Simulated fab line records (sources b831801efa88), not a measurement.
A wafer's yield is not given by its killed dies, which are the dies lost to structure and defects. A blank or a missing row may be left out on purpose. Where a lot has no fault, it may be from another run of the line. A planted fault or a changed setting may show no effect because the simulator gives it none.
Which tool was responsible? | flow gf180mcu | 13 lots, 38 wafers sampled, at 4 steps of a route of 602

## WHAT THE GAUGES READ, wafer by wafer
GF_TOP_METAL_THK_MEAS_06: measures by xrf. Usual: TOP_METAL_ALCU_THK 899 nm, standard deviation 16.
lot  | measured     | on            | TOP_METAL_ALCU_THK (nm) | flag
L953 | day 27 12:31 | film metro-02 | 869 890 879             |
L955 | day 28 07:04 | film metro-02 | 875 872 871             |
L956 | day 28 11:02 | film metro-03 | 886 878 893             |
L957 | day 28 17:02 | film metro-02 | 926 928 910             |
L958 | day 28 19:34 | film metro-02 | 905 918 899             |
L959 | day 29 08:41 | film metro-02 | 884 878 877             |
L960 | day 29 21:22 | film metro-02 | 913 892                 |
L962 | day 29 23:38 | film metro-04 | 909 907 891             |
L963 | day 30 09:59 | film metro-02 | 882 905 881             |
L964 | day 30 13:19 | film metro-04 | 896 905 887             |
L969 | day 31 19:32 | film metro-03 | 946 911 950             |
L970 | day 32 07:04 | film metro-03 | 897 894 904             |
L975 | day 33 14:58 | film metro-02 | 900 898 887             |

GF_TOP_METAL_CD_MEAS_14: target cd 440 nm. Usual: cd nm at 439.4 nm, with a standard deviation of 2.4.
lot  | measured     | on        | cd nm (nm)        | flag
L953 | day 28 08:01 | cd sem-01 | 435.6 435.2 434.9 |
L955 | day 29 02:07 | cd sem-02 | 441.3 441.7 440.8 |
L956 | day 29 06:16 | cd sem-02 | 439.4 437.1 438.2 |
L957 | day 29 12:04 | cd sem-01 | 437.8 435.4 436.6 |
L958 | day 29 15:13 | cd sem-02 | 438.4 438.9 438.7 |
L959 | day 30 03:31 | cd sem-01 | 440.6 439.8 440.9 |
L960 | day 30 16:00 | cd sem-02 | 438.9 436.3       |
L962 | day 30 17:41 | cd sem-01 | 438.6 439.1 439.8 |
L963 | day 31 03:30 | cd sem-02 | 437.6 436.4 438.6 |
L964 | day 31 06:48 | cd sem-02 | 437.5 439.8 439.8 |
L969 | day 32 11:56 | cd sem-02 | 435.9 432.5 434.9 |
L970 | day 33 03:45 | cd sem-01 | 440.0 438.4 437.2 |
L975 | day 34 06:19 | cd sem-01 | 437.0 439.8 437.4 |

## TOOL THAT RAN EACH LOT (tool first, then ch and the chambers of the sampled wafers, then the start)
lot  | GF_M1_STRIP_17                       | GF_TOP_METAL_SPUTTER_02
L953 | plasma asher-04 ch 0,1, day 17 07:32 | pvd sputter-02, day 27 12:17
L955 | plasma asher-02 ch 0,1, day 18 07:28 | pvd sputter-01, day 28 06:52
L956 | plasma asher-04 ch 0,1, day 18 11:17 | pvd sputter-01, day 28 10:49
L957 | plasma asher-04 ch 0,1, day 18 19:51 | pvd sputter-03, day 28 16:49
L958 | plasma asher-04 ch 0,1, day 18 22:10 | pvd sputter-03, day 28 19:20
L959 | plasma asher-03 ch 0,1, day 19 12:25 | pvd sputter-01, day 29 08:28
L960 | plasma asher-02 ch 0,1, day 20 03:49 | pvd sputter-03, day 29 21:09
L962 | plasma asher-03 ch 0,1, day 20 09:54 | pvd sputter-03, day 29 23:25
L963 | plasma asher-03 ch 0,1, day 20 21:50 | pvd sputter-02, day 30 09:47
L964 | plasma asher-03 ch 0,1, day 21 02:46 | pvd sputter-02, day 30 13:07
L969 | plasma asher-03 ch 0,1, day 22 19:46 | pvd sputter-03, day 31 19:18
L970 | plasma asher-03 ch 0,1, day 23 07:32 | pvd sputter-01, day 32 06:52
L975 | plasma asher-02 ch 0,1, day 25 01:10 | pvd sputter-01, day 33 14:45
- GF_M1_STRIP_17: strips in O2/N2.
- GF_TOP_METAL_SPUTTER_02: material AlCu, target thk 900 nm, time 47.82 s.

## WHAT THE TOOLS THEMSELVES READ (means of the sampled wafers that have a number; where no wafer has one, the mark that the record gives instead)
GF_M1_STRIP_17. Usual: drypump motor current A 6.0 A, standard deviation 0.42; heater power w 334 W, standard deviation 12; oes product au 0.539 a.u., standard deviation 0.0057; strip time to endpoint s 7.41 s, standard deviation 0.075.
lot  | tool            | drypump motor current A (A) | heater power w (W) | oes product au (a.u.) | strip time to endpoint s (s) | flag
L953 | plasma asher-04 | 6.4                         | 338                | 0.536                 | 7.37                         |
L955 | plasma asher-02 | 5.7                         | 351                | 0.536                 | 7.36                         |
L956 | plasma asher-04 | 6.4                         | 335                | 0.538                 | 7.42                         |
L957 | plasma asher-04 | 6.2                         | 328                | 0.535                 | 7.42                         |
L958 | plasma asher-04 | 6.1                         | 330                | 0.536                 | 7.43                         |
L959 | plasma asher-03 | 5.9                         | 321                | 0.533                 | 7.38                         |
L960 | plasma asher-02 | 5.9                         | 347                | 0.538                 | 7.44                         |
L962 | plasma asher-03 | 5.8                         | 328                | 0.546                 | 7.49                         |
L963 | plasma asher-03 | 5.8                         | 331                | 0.539                 | 7.51                         |
L964 | plasma asher-03 | 5.8                         | 331                | 0.539                 | 7.34                         |
L969 | plasma asher-03 | 5.9                         | 319                | 0.547                 | 7.46                         |
L970 | plasma asher-03 | 5.9                         | 319                | 0.540                 | 7.33                         |
L975 | plasma asher-02 | 5.6                         | 351                | 0.544                 | 7.48                         |

GF_TOP_METAL_SPUTTER_02. Usual: throttle valve pct at 29.9 %, with a standard deviation of 0.95.
lot  | tool           | throttle valve pct (%) | flag
L953 | pvd sputter-02 | 30.0                   |
L955 | pvd sputter-01 | 29.4                   |
L956 | pvd sputter-01 | 29.8                   |
L957 | pvd sputter-03 | 31.2                   |
L958 | pvd sputter-03 | 31.0                   |
L959 | pvd sputter-01 | 30.4                   |
L960 | pvd sputter-03 | 30.3                   |
L962 | pvd sputter-03 | 30.4                   |
L963 | pvd sputter-02 | 29.1                   |
L964 | pvd sputter-02 | 29.8                   |
L969 | pvd sputter-03 | 30.1                   |
L970 | pvd sputter-01 | 28.9                   |
L975 | pvd sputter-01 | 29.9                   |

## THE ANSWER, worked out from the rows above alone
Rule: lot off if the mean of its wafers having a number is beyond 3 standard deviations from the usual mean. Also off: a lot with no number at a reading for which 4 or more lots have one. Where the step has rows for the other lots, those lots are counted as sound. The gauges are gone through in route order, then the tools' own readings, and for those a lot's mean is taken as printed above. The first step at which some lot is off is used, and at that step the reading that is off furthest; a lot without a number counts as furthest.
No lot is off on any of the readings shown, so nothing can be concluded from this.

## WHAT WAS PUT IN BY THE SIMULATOR
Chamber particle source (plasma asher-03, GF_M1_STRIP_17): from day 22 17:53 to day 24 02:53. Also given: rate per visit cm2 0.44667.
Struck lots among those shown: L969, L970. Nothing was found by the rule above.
